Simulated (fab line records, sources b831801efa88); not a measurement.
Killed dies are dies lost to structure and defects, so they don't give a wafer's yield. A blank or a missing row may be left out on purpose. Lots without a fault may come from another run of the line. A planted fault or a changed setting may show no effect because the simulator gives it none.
Which tool did it? | flow gf180mcu | 13 lots, 39 wafers sampled, at 5 steps of a route of 602

WHAT THE GAUGES READ, wafer by wafer
GF_VT_IMPLANT_RS_MEAS_49: measures by four-point-probe. Usual: MVPSD_RS 1168.9 ohm/sq, standard deviation 2.7.
lot  | measured     | on            | MVPSD_RS (ohm/sq)    | flag
L624 | day 7 19:13  | film_metro-03 | 1170.2 1165.1 1167.2 |
L626 | day 8 05:09  | film_metro-01 | 1169.6 1165.7 1169.7 |
L627 | day 8 10:10  | film_metro-03 | 1168.7 1169.8 1170.4 |
L628 | day 8 15:02  | film_metro-04 | 1167.0 1170.9 1164.7 |
L629 | day 9 03:31  | film_metro-01 | 1167.4 1164.0 1163.9 |
L630 | day 9 05:08  | film_metro-03 | 1168.9 1168.1 1167.9 |
L632 | day 9 19:19  | film_metro-01 | 1167.6 1165.3 1166.4 |
L634 | day 10 07:40 | film_metro-01 | 1170.4 1172.9 1167.5 |
L635 | day 10 15:16 | film_metro-03 | 1170.9 1167.1 1172.2 |
L641 | day 12 06:46 | film_metro-03 | 1196.5 1196.2 1196.6 | OFF
L642 | day 12 13:08 | film_metro-03 | 1188.1 1191.9 1191.2 | OFF
L646 | day 13 19:32 | film_metro-03 | 1170.2 1170.5 1168.5 |
L647 | day 13 23:52 | film_metro-04 | 1167.7 1166.2 1167.3 |

GF_HV_LDD_OVL_MEAS_20. Usual: HV_LDD_01_OVL -0.5 nm, standard deviation 1.5.
lot  | measured     | on         | HV_LDD_01_OVL (nm) | flag
L624 | day 11 00:16 | overlay-02 | -1.0 -1.9 -1.8     |
L626 | day 11 15:52 | overlay-02 | -1.4 -0.4 0.8      |
L627 | day 11 19:21 | overlay-02 | 1.2 -0.8 -1.2      |
L628 | day 12 00:16 | overlay-01 | -0.2 -1.1 -0.2     |
L629 | day 12 10:05 | overlay-02 | -1.0 -0.1 -2.9     |
L630 | day 12 14:52 | overlay-02 | -0.9 -1.3 -0.8     |
L632 | day 13 06:27 | overlay-01 | 0.4 1.5 -0.1       |
L634 | day 13 18:56 | overlay-01 | 2.2 0.3 1.4        |
L635 | day 14 04:16 | overlay-01 | 1.7 3.4 2.9        |
L641 | day 16 01:49 | overlay-02 | -2.0 -0.3 -1.0     |
L642 | day 16 09:32 | overlay-01 | -0.2 1.0 1.4       |
L646 | day 17 20:30 | overlay-02 | -0.9 -0.6 -2.4     |
L647 | day 18 00:07 | overlay-01 | -1.6 -3.3 -1.3     |

GF_HV_LDD_CD_MEAS_31: target cd 400 nm. Usual: cd_nm 400.3 nm, standard deviation 2.3.
lot  | measured     | on        | cd_nm (nm)        | flag
L624 | day 11 18:56 | cd_sem-01 | 401.1 399.6 398.6 |
L626 | day 12 10:34 | cd_sem-01 | 400.4 400.2 401.2 |
L627 | day 12 14:32 | cd_sem-01 | 406.3 407.0 404.1 |
L628 | day 12 19:54 | cd_sem-02 | 401.2 402.6 403.2 |
L629 | day 13 05:57 | cd_sem-02 | 400.6 402.2 400.9 |
L630 | day 13 11:08 | cd_sem-02 | 400.8 401.4 399.3 |
L632 | day 14 03:30 | cd_sem-02 | 403.4 400.9 402.3 |
L634 | day 14 15:13 | cd_sem-01 | 398.6 401.8 402.2 |
L635 | day 15 01:35 | cd_sem-01 | 398.7 400.1 398.4 |
L641 | day 16 23:49 | cd_sem-01 | 401.1 400.4 401.1 |
L642 | day 17 08:32 | cd_sem-01 | 395.1 396.9 394.0 |
L646 | day 18 20:20 | cd_sem-01 | 401.1 400.6 397.5 |
L647 | day 18 23:52 | cd_sem-01 | 402.5 402.4 403.2 |

WHICH TOOL RAN EACH LOT (tool, then ch and the chambers of the sampled wafers, then the start)
lot  | GF_STI_ETCH_14                  | GF_MVPSD_IMPLANT_09
L624 | rie_si-01 ch 0,2, day 2 02:06   | implanter-03 ch 0, day 5 04:47
L626 | rie_si-01 ch 1,2, day 2 14:17   | implanter-03 ch 0, day 5 14:59
L627 | rie_si-02 ch 1,2,3, day 2 17:59 | implanter-03 ch 0, day 5 18:35
L628 | rie_si-02 ch 0,1,3, day 2 22:14 | implanter-04 ch 0, day 5 22:58
L629 | rie_si-01 ch 0,1,2, day 3 03:31 | implanter-03 ch 0, day 6 10:10
L630 | rie_si-01 ch 0,2,3, day 3 08:11 | implanter-02 ch 0, day 6 12:38
L632 | rie_si-01 ch 0,2,3, day 3 19:26 | implanter-03 ch 0, day 7 00:35
L634 | rie_si-02 ch 0,2,3, day 4 05:29 | implanter-02 ch 0, day 7 11:38
L635 | rie_si-02 ch 0,2,3, day 4 10:28 | implanter-03 ch 0, day 7 18:10
L641 | rie_si-02 ch 1,3, day 5 17:14   | implanter-03 ch 0, day 9 05:13
L642 | rie_si-02 ch 0,3, day 5 21:50   | implanter-03 ch 0, day 9 10:38
L646 | rie_si-01 ch 0,1,3, day 6 18:49 | implanter-04 ch 0, day 10 13:21
L647 | rie_si-01 ch 0,3, day 7 00:44   | implanter-04 ch 0, day 10 17:06
- GF_STI_ETCH_14: etches Si in HBr/Cl2/O2, target depth 360 nm, time 102.9 s.
- GF_MVPSD_IMPLANT_09

WHAT THE TOOLS THEMSELVES READ (means of the sampled wafers that have a number; where no wafer has one, the mark that the record gives instead)
GF_STI_ETCH_14. Usual: drypump_motor_current_A 5.8 A, standard deviation 0.54; oes_product_au 1.001 a.u., standard deviation 0.014; throttle_valve_pct 25.655 %, standard deviation 0.012.
lot  | tool      | drypump_motor_current_A (A) | oes_product_au (a.u.) | throttle_valve_pct (%) | flag
L624 | rie_si-01 | 5.8                         | 0.992                 | 25.665                 |
L626 | rie_si-01 | 5.8                         | 1.006                 | 25.656                 |
L627 | rie_si-02 | 6.2                         | 0.993                 | 25.665                 |
L628 | rie_si-02 | 6.0                         | 0.995                 | 25.666                 |
L629 | rie_si-01 | 5.4                         | 1.000                 | 25.646                 |
L630 | rie_si-01 | 5.8                         | 0.995                 | 25.660                 |
L632 | rie_si-01 | 5.8                         | 0.991                 | 25.653                 |
L634 | rie_si-02 | 5.9                         | 0.997                 | 25.649                 |
L635 | rie_si-02 | 5.9                         | 1.003                 | 25.651                 |
L641 | rie_si-02 | 6.2                         | 1.002                 | 25.657                 |
L642 | rie_si-02 | 5.7                         | 1.001                 | 25.654                 |
L646 | rie_si-01 | 5.4                         | 0.997                 | 25.659                 |
L647 | rie_si-01 | 5.4                         | 0.981                 | 25.662                 |

GF_MVPSD_IMPLANT_09. Usual: dose_ions_cm2 5e+12, standard deviation 5.4e+09; faraday_current_uA 28.3, standard deviation 0.53.
lot  | tool         | dose_ions_cm2 | faraday_current_uA | flag
L624 | implanter-03 | 5e+12         | 28.3               |
L626 | implanter-03 | 5e+12         | 28.6               |
L627 | implanter-03 | 5e+12         | 28.2               |
L628 | implanter-04 | 5e+12         | 29.0               |
L629 | implanter-03 | 5e+12         | 27.9               |
L630 | implanter-02 | 5e+12         | 28.5               |
L632 | implanter-03 | 5e+12         | 28.4               |
L634 | implanter-02 | 5e+12         | 28.0               |
L635 | implanter-03 | 5e+12         | 28.0               |
L641 | implanter-03 | 4e+12         | 25.8               | OFF
L642 | implanter-03 | 4e+12         | 25.4               | OFF
L646 | implanter-04 | 5e+12         | 28.7               |
L647 | implanter-04 | 5e+12         | 28.7               |

THE ANSWER, worked out from the rows above alone
Rule: a lot is off if the mean of its wafers that have a number lies more than 3 standard deviations from the usual mean. A lot without any number at a reading at which 4 lots or more have one is off too. The other lots that the step has rows for count as sound. The gauges are gone through in route order, then the tools' own readings, and for those a lot's mean is taken as printed above. The first step at which some lot is off is used, and at that step the reading that is off furthest; a lot without a number counts as furthest.
Off: L641, L642, at GF_VT_IMPLANT_RS_MEAS_49 (MVPSD_RS).
A tool fits if, at a process step before that reading, it ran every lot that is off, and no sound lot after the first of them. The gauges at GF_VT_IMPLANT_RS_MEAS_49 aren't tried: what is off there is off at GF_MVPSD_IMPLANT_09 too, on other tools, and a gauge's error can't cause that. Can't be told from this: 2 tools fit, rie_si-02 at GF_STI_ETCH_14, implanter-03 at GF_MVPSD_IMPLANT_09.

WHAT THE SIMULATOR HAD PUT IN
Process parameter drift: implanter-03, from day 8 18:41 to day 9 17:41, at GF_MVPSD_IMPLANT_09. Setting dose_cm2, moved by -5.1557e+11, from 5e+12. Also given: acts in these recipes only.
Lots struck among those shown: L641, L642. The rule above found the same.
